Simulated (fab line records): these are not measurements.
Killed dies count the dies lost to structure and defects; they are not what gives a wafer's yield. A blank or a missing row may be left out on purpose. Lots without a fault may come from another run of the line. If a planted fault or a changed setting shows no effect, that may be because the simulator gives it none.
Which tool is to blame? / flow sky130 / 13 lots with 37 wafers sampled at 6 steps, on a route of 708 steps

## WHAT THE GAUGES READ, wafer by wafer
SKY_SONOS_ONO_THK_MEAS_03.
lot=L861; measured=day 11 21:25; on=film metro-04; SONOS_ONO_CVD_02_THK (nm)=10.37 10.38 10.42
lot=L864; measured=day 12 21:32; on=film metro-01; SONOS_ONO_CVD_02_THK (nm)=10.53 10.66 10.56
lot=L863; measured=day 12 21:33; on=film metro-03; SONOS_ONO_CVD_02_THK (nm)=10.41 10.39 10.53
lot=L865; measured=day 13 06:50; on=film metro-01; SONOS_ONO_CVD_02_THK (nm)=10.28 10.13 10.30
lot=L866; measured=day 13 13:00; on=film metro-04; SONOS_ONO_CVD_02_THK (nm)=10.50 10.44
lot=L868; measured=day 14 02:13; on=film metro-04; SONOS_ONO_CVD_02_THK (nm)=10.26 10.26
lot=L877; measured=day 17 11:37; on=film metro-04; SONOS_ONO_CVD_02_THK (nm)=10.44 10.53 10.35
lot=L879; measured=day 18 01:17; on=film metro-01; SONOS_ONO_CVD_02_THK (nm)=10.48 10.42 10.37
lot=L878; measured=day 18 01:17; on=film metro-04; SONOS_ONO_CVD_02_THK (nm)=10.36 10.44 10.43
lot=L880; measured=day 18 10:53; on=film metro-01; SONOS_ONO_CVD_02_THK (nm)=10.55 10.61 10.60
lot=L881; measured=day 18 18:53; on=film metro-04; SONOS_ONO_CVD_02_THK (nm)=10.25 10.18 10.17
lot=L882; measured=day 18 23:23; on=film metro-01; SONOS_ONO_CVD_02_THK (nm)=10.36 10.34 10.26
lot=L883; measured=day 19 07:09; on=film metro-04; SONOS_ONO_CVD_02_THK (nm)=10.52 10.60 10.49

SKY_CONTACT_THK_MEAS_03.
lot=L861; measured=day 30 16:46; on=film metro-01; CONTACT_HDPCVD_THK (nm)=556 563 561
lot=L864; measured=day 32 02:07; on=film metro-04; CONTACT_HDPCVD_THK (nm)=557 563 562
lot=L863; measured=day 32 00:26; on=film metro-03; CONTACT_HDPCVD_THK (nm)=574 566 580
lot=L865; measured=day 32 04:01; on=film metro-01; CONTACT_HDPCVD_THK (nm)=554 552 563
lot=L866; measured=day 32 10:44; on=film metro-04; CONTACT_HDPCVD_THK (nm)=684 673
lot=L868; measured=day 32 22:18; on=film metro-03; CONTACT_HDPCVD_THK (nm)=567 680
lot=L877; measured=day 36 01:16; on=film metro-03; CONTACT_HDPCVD_THK (nm)=580 569 576
lot=L879; measured=day 36 20:26; on=film metro-03; CONTACT_HDPCVD_THK (nm)=569 571 566
lot=L878; measured=day 36 16:01; on=film metro-04; CONTACT_HDPCVD_THK (nm)=570 567 569
lot=L880; measured=day 37 01:39; on=film metro-01; CONTACT_HDPCVD_THK (nm)=572 573 575
lot=L881; measured=day 37 06:28; on=film metro-01; CONTACT_HDPCVD_THK (nm)=560 569 580
lot=L882; measured=day 37 14:36; on=film metro-03; CONTACT_HDPCVD_THK (nm)=582 563 569
lot=L883; measured=day 37 18:46; on=film metro-01; CONTACT_HDPCVD_THK (nm)=562 573 557

SKY_CONTACT_BOW_MEAS_05.
lot=L861; measured=day 30 17:08; on=film metro-04; CONTACT_BOW (um)=76 87 81
lot=L864; measured=day 32 02:29; on=film metro-04; CONTACT_BOW (um)=91 98 92
lot=L863; measured=day 32 00:49; on=film metro-01; CONTACT_BOW (um)=81 82 86
lot=L865; measured=day 32 04:22; on=film metro-03; CONTACT_BOW (um)=84 84 68
lot=L866; measured=day 32 11:08; on=film metro-04; CONTACT_BOW (um)=82 85
lot=L868; measured=day 32 22:40; on=film metro-04; CONTACT_BOW (um)=81 84
lot=L877; measured=day 36 01:38; on=film metro-04; CONTACT_BOW (um)=85 86 77
lot=L879; measured=day 36 20:55; on=film metro-01; CONTACT_BOW (um)=81 74 84
lot=L878; measured=day 36 16:23; on=film metro-03; CONTACT_BOW (um)=80 85 82
lot=L880; measured=day 37 02:01; on=film metro-04; CONTACT_BOW (um)=77 85 76
lot=L881; measured=day 37 06:50; on=film metro-03; CONTACT_BOW (um)=85 94 82
lot=L882; measured=day 37 15:06; on=film metro-03; CONTACT_BOW (um)=80 61 73
lot=L883; measured=day 37 19:31; on=film metro-04; CONTACT_BOW (um)=71 82 83

SKY_CONTACT_THK_MEAS_26: measures by xrf.
lot=L861; measured=day 31 21:07; on=film metro-03; CONTACT_W_THK (nm)=335 335 341
lot=L864; measured=day 33 06:50; on=film metro-04; CONTACT_W_THK (nm)=347 342 348
lot=L863; measured=day 33 04:27; on=film metro-03; CONTACT_W_THK (nm)=346 350 342
lot=L865; measured=day 33 08:35; on=film metro-01; CONTACT_W_THK (nm)=347 345 344
lot=L866; measured=day 33 15:07; on=film metro-01; CONTACT_W_THK (nm)=345 345
lot=L868; measured=day 34 02:07; on=film metro-03; CONTACT_W_THK (nm)=349 336
lot=L877; measured=day 37 04:23; on=film metro-03; CONTACT_W_THK (nm)=345 348 347
lot=L879; measured=day 37 23:59; on=film metro-01; CONTACT_W_THK (nm)=347 335 353
lot=L878; measured=day 37 18:43; on=film metro-03; CONTACT_W_THK (nm)=346 338 342
lot=L880; measured=day 38 04:50; on=film metro-03; CONTACT_W_THK (nm)=349 346 342
lot=L881; measured=day 38 09:21; on=film metro-01; CONTACT_W_THK (nm)=338 346 342
lot=L882; measured=day 38 17:13; on=film metro-04; CONTACT_W_THK (nm)=338 337 338
lot=L883; measured=day 38 20:53; on=film metro-01; CONTACT_W_THK (nm)=345 352 341

## EACH LOT AND THE TOOL THAT RAN IT (in order: tool; ch and the chambers of the sampled wafers; start)
lot=L861; SKY_CONTACT_HDPCVD_02=hdpcvd-02 ch 0,2, day 30 16:41; SKY_CONTACT_CMP_04=cmp-02 ch 0,1,3, day 30 16:55
lot=L864; SKY_CONTACT_HDPCVD_02=hdpcvd-02 ch 1,2, day 32 02:02; SKY_CONTACT_CMP_04=cmp-01 ch 0,1,3, day 32 02:16
lot=L863; SKY_CONTACT_HDPCVD_02=hdpcvd-01 ch 0,1,2, day 32 00:22; SKY_CONTACT_CMP_04=cmp-01 ch 1,2,3, day 32 00:32
lot=L865; SKY_CONTACT_HDPCVD_02=hdpcvd-01 ch 0,2, day 32 03:56; SKY_CONTACT_CMP_04=cmp-02 ch 0,3, day 32 04:07
lot=L866; SKY_CONTACT_HDPCVD_02=hdpcvd-01 ch 1,2, day 32 10:40; SKY_CONTACT_CMP_04=cmp-01 ch 1, day 32 10:49
lot=L868; SKY_CONTACT_HDPCVD_02=hdpcvd-01 ch 0,1, day 32 22:14; SKY_CONTACT_CMP_04=cmp-02 ch 0,3, day 32 22:22
lot=L877; SKY_CONTACT_HDPCVD_02=hdpcvd-01 ch 0,1,2, day 36 01:12; SKY_CONTACT_CMP_04=cmp-02 ch 0,2,3, day 36 01:20
lot=L879; SKY_CONTACT_HDPCVD_02=hdpcvd-02 ch 0,1,2, day 36 20:22; SKY_CONTACT_CMP_04=cmp-02 ch 1,2, day 36 20:37
lot=L878; SKY_CONTACT_HDPCVD_02=hdpcvd-01 ch 1,2, day 36 15:56; SKY_CONTACT_CMP_04=cmp-02 ch 0,2,3, day 36 16:04
lot=L880; SKY_CONTACT_HDPCVD_02=hdpcvd-02 ch 1,2, day 37 01:35; SKY_CONTACT_CMP_04=cmp-02 ch 2,3, day 37 01:43
lot=L881; SKY_CONTACT_HDPCVD_02=hdpcvd-01 ch 0,1,2, day 37 06:22; SKY_CONTACT_CMP_04=cmp-02 ch 0,2,3, day 37 06:36
lot=L882; SKY_CONTACT_HDPCVD_02=hdpcvd-01 ch 0,1, day 37 14:31; SKY_CONTACT_CMP_04=cmp-02 ch 0,2,3, day 37 14:47
lot=L883; SKY_CONTACT_HDPCVD_02=hdpcvd-01 ch 0,1,2, day 37 18:43; SKY_CONTACT_CMP_04=cmp-02 ch 0,2,3, day 37 19:19
- SKY_CONTACT_HDPCVD_02: deposits SiO2, target thk 565 nm, time 94.2 s.
- SKY_CONTACT_CMP_04: polishes SiO2.

## AS READ BY THE TOOLS THEMSELVES (means over the sampled wafers that have a number; for cases with no such wafer, the mark the record gives instead)
SKY_CONTACT_HDPCVD_02.
lot=L861; tool=hdpcvd-02; run length s (s)=121.6
lot=L864; tool=hdpcvd-02; run length s (s)=122.0
lot=L863; tool=hdpcvd-01; run length s (s)=121.9
lot=L865; tool=hdpcvd-01; run length s (s)=122.2
lot=L866; tool=hdpcvd-01; run length s (s)=142.6
lot=L868; tool=hdpcvd-01; run length s (s)=131.7
lot=L877; tool=hdpcvd-01; run length s (s)=122.0
lot=L879; tool=hdpcvd-02; run length s (s)=121.8
lot=L878; tool=hdpcvd-01; run length s (s)=122.5
lot=L880; tool=hdpcvd-02; run length s (s)=121.8
lot=L881; tool=hdpcvd-01; run length s (s)=121.8
lot=L882; tool=hdpcvd-01; run length s (s)=121.4
lot=L883; tool=hdpcvd-01; run length s (s)=121.9

SKY_CONTACT_CMP_04.
lot=L861; tool=cmp-02; motor current A (A)=11.3; time to endpoint s (s)=85
lot=L864; tool=cmp-01; motor current A (A)=11.6; time to endpoint s (s)=80
lot=L863; tool=cmp-01; motor current A (A)=11.6; time to endpoint s (s)=84
lot=L865; tool=cmp-02; motor current A (A)=10.5; time to endpoint s (s)=81
lot=L866; tool=cmp-01; motor current A (A)=13.1; time to endpoint s (s)=123
lot=L868; tool=cmp-02; motor current A (A)=10.2; time to endpoint s (s)=104
lot=L877; tool=cmp-02; motor current A (A)=10.5; time to endpoint s (s)=85
lot=L879; tool=cmp-02; motor current A (A)=10.5; time to endpoint s (s)=83
lot=L878; tool=cmp-02; motor current A (A)=10.2; time to endpoint s (s)=87
lot=L880; tool=cmp-02; motor current A (A)=10.4; time to endpoint s (s)=85
lot=L881; tool=cmp-02; motor current A (A)=10.5; time to endpoint s (s)=82
lot=L882; tool=cmp-02; motor current A (A)=10.3; time to endpoint s (s)=84
lot=L883; tool=cmp-02; motor current A (A)=10.4; time to endpoint s (s)=84

## THE ANSWER, worked out from the rows above alone
Rule: usual is defined by the lots themselves. Put in order of their means at a reading, lots are off if they are a third of the lots or fewer, leave a main group of 4 or more, and stand apart from it by a gap of 3 or more times the standard deviation of the main group's means; of several such gaps the widest counts. If all means in a main group match to the digits the tables above print for the reading, that group is not used. A lot without any number at a reading at which 4 lots or more have one is off too. All remaining lots with rows at the step are treated as sound. After the gauges, taken in route order, come the tools' own readings; for these a lot's mean is taken, as printed above. The first step at which some lot is off is used, and at that step the reading that is off furthest; a lot without a number counts as furthest.
Off: L866, L868, at SKY_CONTACT_THK_MEAS_03 (CONTACT_HDPCVD_THK). The main group: mean 567 nm, standard deviation 5.9.
If a tool, at a process step before that reading, ran all the lots that are off and no sound lot after the first of them, it fits. The gauges at SKY_CONTACT_THK_MEAS_03 aren't tried: what is off there is off at SKY_CONTACT_HDPCVD_02 too, on other tools, and a gauge's error can't cause that. Of those tried, none fits.

## WHAT THE SIMULATOR PUT IN
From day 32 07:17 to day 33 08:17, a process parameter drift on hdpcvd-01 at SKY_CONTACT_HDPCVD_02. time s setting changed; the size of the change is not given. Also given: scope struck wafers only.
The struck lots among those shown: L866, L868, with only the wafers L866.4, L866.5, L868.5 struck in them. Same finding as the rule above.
